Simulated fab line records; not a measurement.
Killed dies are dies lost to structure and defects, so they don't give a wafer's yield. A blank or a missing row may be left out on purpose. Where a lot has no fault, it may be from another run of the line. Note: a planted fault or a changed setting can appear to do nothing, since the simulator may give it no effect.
fab line records | flow sky130
[record] lots = 6 | wafers = 18 | last_day = 49
route steps=708 shown LDD_HVN@269 LDD_HVP@278 PAD_OPEN@708
lots with no fault: from the same line, run without faults
start_h: hours from the record's opening day to when the first of the lot's shown wafers began | wait_h: hours from the lot's prior step to this one | " same as the row above | L1.1+2: several wafers, shown together as one row | - value missing, or start not given | * or withheld: withheld | < > ~ a bound
route shown NAME@n: NAME is a module with steps in the file, n the number in the route of the first one | usual: average and standard deviation across the fault-free wafers | same: alike in all rows | chamber/n: place in a boat | sites: readings site by site | _std_site: standard deviation across them | _edge_site: the outer-site mean with the inner-site mean subtracted | radius_mm: for every site, how far away it sits from the centre of the wafer | mask NAME#n: copy n | behind: tool/chamber where the wafer was last shaped | hold: the reason the lot was held/the length of the hold in hours/how it ended | device: which transistor (n, p or np) failed to switch | end of line: the same wafers' tests at the end of the route | a step given without rows: its recipe and nothing more | killed: dies that structure and defects cost at the first sort, which is not the same as the wafer's yield | map: a wafer's dies, x killed, . not, _ none there
set.NAME: the run value of the setting; set.NAME@STEP: its run value at that earlier step | model.NAME: the simulator's own value behind a step, which no gauge read
a table for each step, a row for each wafer; lots at some steps of the route
[[steps]]
[step SKY_LDD_HVN_COAT_02]
[recipe] resist = NOVOLAK | spin_rpm = 3000 | resist_thk_nm = 300
[step SKY_LDD_HVN_SOFTBAKE_03]
[recipe] temp_c = 90 | time_s = 60 | resist = NOVOLAK
[step SKY_LDD_HVN_EXPOSE_04]
[recipe] mask_id = HVNTM | na = 0.6 | source_shape = conventional | sigma_outer = 0.6 | polarization = unpolarized | target_cd_nm = 700 | dose_mj = 127
[step SKY_LDD_HVN_PEB_05]
[recipe] temp_c = withheld | time_s = * | resist = NOVOLAK
[step SKY_LDD_HVN_DEVELOP_06]
[recipe] resist = NOVOLAK | developer = TMAH | develop_time_s = 60 | dev_temp_c = 23
[step SKY_LDD_HVN_OVL_MEAS_07]
[usual] LDD_HVN_OVL = -0.2/1.2
lot.wafer | tool       | chamber | start_h | wait_h | LDD_HVN_OVL[nm]
L764.1    | overlay-01 | -       | 537.02  | 0.1    | -1.0
L764.2    | "          | -       | "       | "      | -0.7
L764.5    | "          | -       | "       | "      | 0.5
L765.1    | overlay-01 | -       | 544.67  | 0.1    | -0.9
L765.2    | "          | -       | "       | "      | -1.1
L765.4    | "          | -       | "       | "      | -3.3
L769.3    | overlay-02 | -       | 581.84  | 0.1    | -1.0
L769.4    | "          | -       | "       | "      | -0.5
L769.6    | "          | -       | "       | "      | -1.5
L771.3    | overlay-01 | -       | 597.63  | 0.1    | -0.6
L771.4    | "          | -       | "       | "      | -0.4
L771.5    | "          | -       | "       | "      | -0.2
L774.3    | overlay-02 | -       | 621.48  | 0.1    | -2.0
L774.4    | "          | -       | "       | "      | 0.7
L774.5    | "          | -       | "       | "      | -1.9
L776.3    | overlay-02 | -       | 633.19  | 0.1    | 0.0
L776.5    | "          | -       | "       | "      | 0.7
L776.6    | "          | -       | "       | "      | -0.5
[step SKY_LDD_HVN_IMPLANT_08]
[recipe] species = P | energy_kev = 60 | dose_cm2 = 3e+13 | tilt_deg = 40
[step SKY_LDD_HVN_STRIP_09]
[recipe] chemistry = O2/N2 | power_w = 1400 | pressure_mtorr = 1500 | platen_temp_c = withheld | o2_flow_sccm = 3000 | n2_flow_sccm = 300 | overash_fraction = 0.5
[usual] drypump_motor_current_A = 5.4/0.35 | oes_product_au = 0.409/0.0051 | strip_time_to_endpoint_s = 4.135/0.016
lot.wafer | tool            | chamber | start_h | wait_h | drypump_motor_current_A | oes_product_au | rf_hours_counter_h | strip_time_to_endpoint_s
L764.1    | plasma_asher-04 | 1       | 537.20  | 0.1    | 5.4                     | 0.404          | 35                 | 4.150
L764.2    | "               | 0       | "       | "      | 5.1                     | 0.413          | 35                 | 4.133
L764.5    | "               | 1       | "       | "      | 5.4                     | 0.408          | -                  | 4.161
L765.1    | plasma_asher-02 | 0       | 544.85  | 0.1    | 4.9                     | 0.404          | 75                 | 4.135
L765.2    | "               | 1       | "       | "      | 5.7                     | 0.410          | 75                 | 4.131
L765.4    | "               | 0       | "       | "      | 4.9                     | 0.407          | -                  | 4.141
L769.3    | plasma_asher-03 | 1       | 582.05  | 0.1    | 5.3                     | 0.413          | -                  | 4.158
L769.4    | "               | 0       | "       | "      | 6.1                     | 0.413          | -                  | 4.157
L769.6    | "               | 0       | "       | "      | 6.1                     | 0.414          | -                  | 4.146
L771.3    | plasma_asher-04 | 0       | 597.83  | 0.1    | 5.1                     | 0.413          | -                  | 4.137
L771.4    | "               | 1       | "       | "      | 5.4                     | 0.398          | -                  | 4.123
L771.5    | "               | 0       | "       | "      | 5.1                     | 0.404          | -                  | 4.119
L774.3    | plasma_asher-02 | 0       | 621.68  | 0.1    | 4.9                     | 0.401          | -                  | 4.117
L774.4    | "               | 1       | "       | "      | 5.7                     | 0.404          | -                  | 4.128
L774.5    | "               | 0       | "       | "      | 4.9                     | 0.412          | -                  | 4.128
L776.3    | plasma_asher-04 | 0       | 633.40  | 0.1    | 5.1                     | 0.408          | -                  | 4.134
L776.5    | "               | 1       | "       | "      | 5.4                     | 0.411          | -                  | 4.139
L776.6    | "               | 0       | "       | "      | 5.1                     | 0.409          | -                  | 4.129
[step SKY_LDD_HVN_TW_MEAS_10]
[usual] LDD_HVN_TW = 1435/7.3
lot.wafer | tool          | chamber | start_h | wait_h | LDD_HVN_TW
L764.1    | film_metro-02 | -       | 537.30  | 0.1    | 1446
L764.2    | "             | -       | "       | "      | 1444
L764.5    | "             | -       | "       | "      | 1444
L765.1    | film_metro-02 | -       | 544.95  | 0.1    | 1440
L765.2    | "             | -       | "       | "      | 1439
L765.4    | "             | -       | "       | "      | 1444
L769.3    | film_metro-02 | -       | 582.13  | 0.1    | 1441
L769.4    | "             | -       | "       | "      | 1435
L769.6    | "             | -       | "       | "      | 1432
L771.3    | film_metro-02 | -       | 597.92  | 0.1    | 1427
L771.4    | "             | -       | "       | "      | 1428
L771.5    | "             | -       | "       | "      | 1436
L774.3    | film_metro-04 | -       | 621.77  | 0.1    | 1424
L774.4    | "             | -       | "       | "      | 1431
L774.5    | "             | -       | "       | "      | 1427
L776.3    | film_metro-03 | -       | 633.48  | 0.1    | 1424
L776.5    | "             | -       | "       | "      | 1426
L776.6    | "             | -       | "       | "      | 1418
[step SKY_LDD_HVP_DEHYDRATE_00]
[recipe] temp_c = 200 | time_s = 60
[step SKY_LDD_HVP_HMDS_01]
[recipe] prime_time_s = 60 | prime_temp_c = 120
[step SKY_LDD_HVP_COAT_02]
[recipe] resist = NOVOLAK | spin_rpm = 3000 | resist_thk_nm = 300
[step SKY_LDD_HVP_SOFTBAKE_03]
[recipe] temp_c = 90 | time_s = 60 | resist = NOVOLAK
[usual] heater_power_total_W = 56.59/0.046 | plate_temp_C = 90.03/0.14
lot.wafer | tool           | chamber | start_h | wait_h | heater_power_total_W | plate_temp_C
L764.1    | litho_track-02 | 0       | 551.86  | 0.1    | 57.25                | 91.05
L764.2    | "              | 0       | "       | "      | 57.22                | 90.79
L764.5    | "              | 0       | "       | "      | 57.08                | 90.62
L765.1    | litho_track-02 | 0       | 559.21  | 0.1    | 57.25                | 91.00
L765.2    | "              | 0       | "       | "      | 57.14                | 90.67
L765.4    | "              | 0       | "       | "      | 57.20                | 90.70
L769.3    | litho_track-04 | 0       | 597.06  | 0.1    | 56.54                | 90.07
L769.4    | "              | 0       | "       | "      | 56.62                | 90.17
L769.6    | "              | 0       | "       | "      | 56.61                | 89.96
L771.3    | litho_track-03 | 0       | 612.66  | 0.1    | 56.54                | 90.01
L771.4    | "              | 0       | "       | "      | 56.59                | 89.96
L771.5    | "              | 0       | "       | "      | 56.65                | 90.15
L774.3    | litho_track-02 | 0       | 635.76  | 0.1    | 56.62                | 89.99
L774.4    | "              | 0       | "       | "      | 56.57                | 89.76
L774.5    | "              | 0       | "       | "      | 56.56                | 89.89
L776.3    | litho_track-03 | 0       | 647.11  | 0.1    | 56.62                | 90.11
L776.5    | "              | 0       | "       | "      | 56.57                | 90.13
L776.6    | "              | 0       | "       | "      | 56.59                | 90.21
[step SKY_LDD_HVP_EXPOSE_04]
[recipe] mask_id = HVPTM | na = 0.6 | source_shape = conventional | sigma_outer = 0.6 | polarization = unpolarized | target_cd_nm = 700 | dose_mj = 86
[step SKY_PAD_OPEN_PROBE_99]
[usual] killed_at_M0_to_M3 = 44/7.3 | killed_at_M4_up = 3.0/1.9 | killed_at_contacts = 24/5 | killed_at_front_end = 16/4.5 | killed_at_other = 0.3/0.46 | killed_dies = 87/10 | killed_open = 47/8.3 | killed_short = 39/6.4
[same] gross_dies = 492 | killed_at_back_side = 0
lot.wafer | tool      | chamber | start_h | wait_h | killed_at_M0_to_M3 | killed_at_M4_up | killed_at_contacts | killed_at_front_end | killed_at_other | killed_dies | killed_open | killed_short
L764.1    | prober-01 | -       | 1122.75 | 0.1    | 40                 | 2               | 27                 | 14                  | 0               | 83          | 43          | 40
L764.2    | prober-01 | -       | 1122.80 | 0.1    | 45                 | 2               | 21                 | 13                  | 1               | 82          | 35          | 47
L764.5    | prober-01 | -       | 1122.95 | 0.2    | 49                 | 4               | 21                 | 15                  | 0               | 89          | 38          | 51
L765.1    | prober-02 | -       | 1124.93 | 0.1    | 39                 | 3               | 26                 | 14                  | 1               | 83          | 49          | 34
L765.2    | prober-02 | -       | 1124.98 | 0.1    | 56                 | 1               | 22                 | 16                  | 0               | 95          | 54          | 41
L765.4    | prober-02 | -       | 1125.08 | 0.2    | 53                 | 6               | 29                 | 20                  | 0               | 108         | 63          | 45
L769.3    | prober-01 | -       | 1151.04 | 0.2    | 47                 | 2               | 18                 | 9                   | 0               | 76          | 40          | 36
L769.4    | prober-01 | -       | 1151.09 | 0.2    | 44                 | 1               | 25                 | 24                  | 0               | 94          | 52          | 42
L769.6    | prober-01 | -       | 1151.19 | 0.2    | 35                 | 2               | 23                 | 15                  | 0               | 75          | 46          | 29
L771.3    | prober-02 | -       | 1162.85 | 0.2    | 45                 | 6               | 23                 | 18                  | 0               | 92          | 52          | 40
L771.4    | prober-02 | -       | 1162.90 | 0.2    | 41                 | 5               | 23                 | 12                  | 0               | 81          | 43          | 38
L771.5    | prober-02 | -       | 1162.95 | 0.2    | 43                 | 1               | 16                 | 13                  | 1               | 74          | 33          | 41
L774.3    | prober-01 | -       | 1177.27 | 0.2    | 49                 | 2               | 22                 | 19                  | 1               | 93          | 53          | 40
L774.4    | prober-01 | -       | 1177.32 | 0.2    | 43                 | 1               | 21                 | 13                  | 0               | 78          | 36          | 42
L774.5    | prober-01 | -       | 1177.37 | 0.2    | 42                 | 1               | 20                 | 17                  | 1               | 81          | 47          | 34
L776.3    | prober-01 | -       | 1179.23 | 0.2    | 33                 | 6               | 30                 | 11                  | 0               | 80          | 47          | 33
L776.5    | prober-01 | -       | 1179.33 | 0.2    | 46                 | 3               | 31                 | 10                  | 0               | 90          | 48          | 42
L776.6    | prober-01 | -       | 1179.38 | 0.2    | 43                 | 1               | 27                 | 20                  | 0               | 91          | 53          | 38
// killed by level:class
L764.1 VIA3:geometric_particle:open=10 LI_CONTACT:geometric_particle:open=8 CONTACT:geometric_particle:open=8 VIA1:geometric_particle:short=7 VIA1:geometric_particle:open=7 POLY_GATE:geometric_particle:short=5 LOCAL_INTERCONNECT:geometric_particle:short=5 CONTACT:geometric_particle:short=5
L764.2 VIA1:geometric_particle:short=12 VIA1:geometric_particle:open=7 CONTACT:geometric_particle:open=7 METAL2:geometric_particle:short=7 FIELD_ISO:geometric_particle:short=5 LI_CONTACT:geometric_particle:open=5 CONTACT:geometric_particle:short=5 VIA2:geometric_particle:open=5
L764.5 VIA1:geometric_particle:open=9 METAL2:geometric_particle:short=8 CONTACT:geometric_particle:open=7 VIA2:geometric_particle:open=6 METAL1:geometric_particle:short=6 VIA1:geometric_particle:short=6 CONTACT:geometric_particle:short=5 METAL3:geometric_particle:short=5
L765.1 VIA1:geometric_particle:open=11 CONTACT:geometric_particle:open=8 LI_CONTACT:geometric_particle:open=7 VIA3:geometric_particle:open=6 LI_CONTACT:geometric_particle:short=5 VIA1:geometric_particle:short=5 METAL1:geometric_particle:short=4 VIA2:geometric_particle:open=4
L765.2 CONTACT:geometric_particle:open=11 VIA1:geometric_particle:open=11 LI_CONTACT:geometric_particle:open=9 VIA1:geometric_particle:short=8 VIA3:geometric_particle:open=8 VIA2:geometric_particle:open=7 POLY_GATE:geometric_particle:short=6 METAL2:geometric_particle:short=6
L765.4 VIA1:geometric_particle:open=15 CONTACT:geometric_particle:open=13 METAL2:geometric_particle:short=10 LI_CONTACT:geometric_particle:open=8 VIA3:geometric_particle:open=7 VIA2:geometric_particle:open=7 POLY_GATE:geometric_particle:short=5 LOCAL_INTERCONNECT:geometric_particle:short=4
L769.3 METAL1:geometric_particle:short=11 CONTACT:geometric_particle:open=10 VIA3:geometric_particle:open=7 VIA1:geometric_particle:open=7 VIA2:geometric_particle:open=6 VIA1:geometric_particle:short=5 POLY_GATE:geometric_particle:short=4 LI_CONTACT:geometric_particle:open=3
L769.4 VIA2:geometric_particle:open=11 LOCAL_INTERCONNECT:geometric_particle:short=10 FIELD_ISO:geometric_particle:short=7 POLY_GATE:geometric_particle:open=7 VIA1:geometric_particle:open=7 CONTACT:geometric_particle:open=7 VIA3:geometric_particle:open=7 METAL1:geometric_particle:short=4
L769.6 VIA1:geometric_particle:open=9 CONTACT:geometric_particle:open=7 VIA2:geometric_particle:open=7 CONTACT:geometric_particle:short=6 FIELD_ISO:geometric_particle:open=5 LI_CONTACT:geometric_particle:open=4 METAL1:geometric_particle:short=4 VIA3:geometric_particle:open=4
L771.3 VIA1:geometric_particle:open=12 CONTACT:geometric_particle:open=9 VIA3:geometric_particle:open=7 FIELD_ISO:geometric_particle:open=6 VIA2:geometric_particle:open=6 METAL2:geometric_particle:short=6 LI_CONTACT:geometric_particle:open=5 FIELD_ISO:geometric_particle:short=4
L771.4 METAL1:geometric_particle:short=10 CONTACT:geometric_particle:open=9 VIA3:geometric_particle:open=8 VIA1:geometric_particle:open=6 LI_CONTACT:geometric_particle:open=6 FIELD_ISO:geometric_particle:open=5 METAL4:geometric_particle:short=4 VIA2:geometric_particle:short=4
L771.5 VIA1:geometric_particle:open=10 METAL1:geometric_particle:short=8 LI_CONTACT:geometric_particle:open=7 FIELD_ISO:geometric_particle:short=4 FIELD_ISO:geometric_particle:open=4 LI_CONTACT:geometric_particle:short=4 VIA2:geometric_particle:open=4 VIA3:geometric_particle:short=4
L774.3 CONTACT:geometric_particle:open=10 METAL1:geometric_particle:short=9 VIA1:geometric_particle:open=9 VIA2:geometric_particle:open=7 METAL3:geometric_particle:short=6 POLY_GATE:geometric_particle:open=5 LI_CONTACT:geometric_particle:open=5 LOCAL_INTERCONNECT:geometric_particle:short=5
L774.4 METAL2:geometric_particle:short=9 VIA1:geometric_particle:open=8 METAL1:geometric_particle:short=7 VIA2:geometric_particle:open=6 CONTACT:geometric_particle:open=6 LI_CONTACT:geometric_particle:open=5 CONTACT:geometric_particle:short=5 FIELD_ISO:geometric_particle:short=4
L774.5 CONTACT:geometric_particle:open=9 METAL2:geometric_particle:short=7 VIA1:geometric_particle:open=7 VIA3:geometric_particle:open=6 LI_CONTACT:geometric_particle:open=5 METAL1:geometric_particle:short=5 VIA2:geometric_particle:open=5 FIELD_ISO:geometric_particle:open=4
L776.3 CONTACT:geometric_particle:open=16 VIA2:geometric_particle:open=9 VIA1:geometric_particle:open=8 VIA3:geometric_particle:open=6 LOCAL_INTERCONNECT:geometric_particle:short=5 FIELD_ISO:geometric_particle:short=4 METAL4:geometric_particle:short=4 POLY_GATE:geometric_particle:short=4
L776.5 VIA1:geometric_particle:open=17 CONTACT:geometric_particle:open=11 METAL2:geometric_particle:short=8 LOCAL_INTERCONNECT:geometric_particle:short=7 LI_CONTACT:geometric_particle:open=5 VIA3:geometric_particle:open=5 LI_CONTACT:geometric_particle:short=4 CONTACT:geometric_particle:short=4
L776.6 CONTACT:geometric_particle:open=13 VIA1:geometric_particle:open=13 VIA1:geometric_particle:short=8 LI_CONTACT:geometric_particle:open=7 POLY_GATE:geometric_particle:open=6 FIELD_ISO:geometric_particle:short=5 METAL2:geometric_particle:short=4 LOCAL_INTERCONNECT:geometric_particle:short=4
[[key]]
[first_sign] step = SKY_LDD_HVP_SOFTBAKE_03 | reading = heater_power_total_W | direction = up | sigmas = 13 | usual = * | struck = *
[effect] step = SKY_LDD_HVP_SOFTBAKE_03 | reading = plate_temp_C | direction = up | sigmas = 5.6 | usual = * | struck = *
met_at SKY_LDD_HVP_SOFTBAKE_03
struck_wafers L764.1,L764.2,L764.5,L765.1,L765.2,L765.4
tester_left_out L764,L765
[fault] kind = process_parameter_drift | tool = litho_track-02 | chamber = - | onset_h = 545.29 | steps = SKY_LDD_HVP_SOFTBAKE_03 | channel = temp_c | offset = * | shape = step | end_h = 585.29 | acts_in = * | stated = *
// tester_left_out: of these lots the tester's yield and bins aren't shown, on N5 and GAA mostly nor the transistor test; their killed dies are dies lost to structure and defects alone, not to doping, threshold or leakage, so they don't give the yield
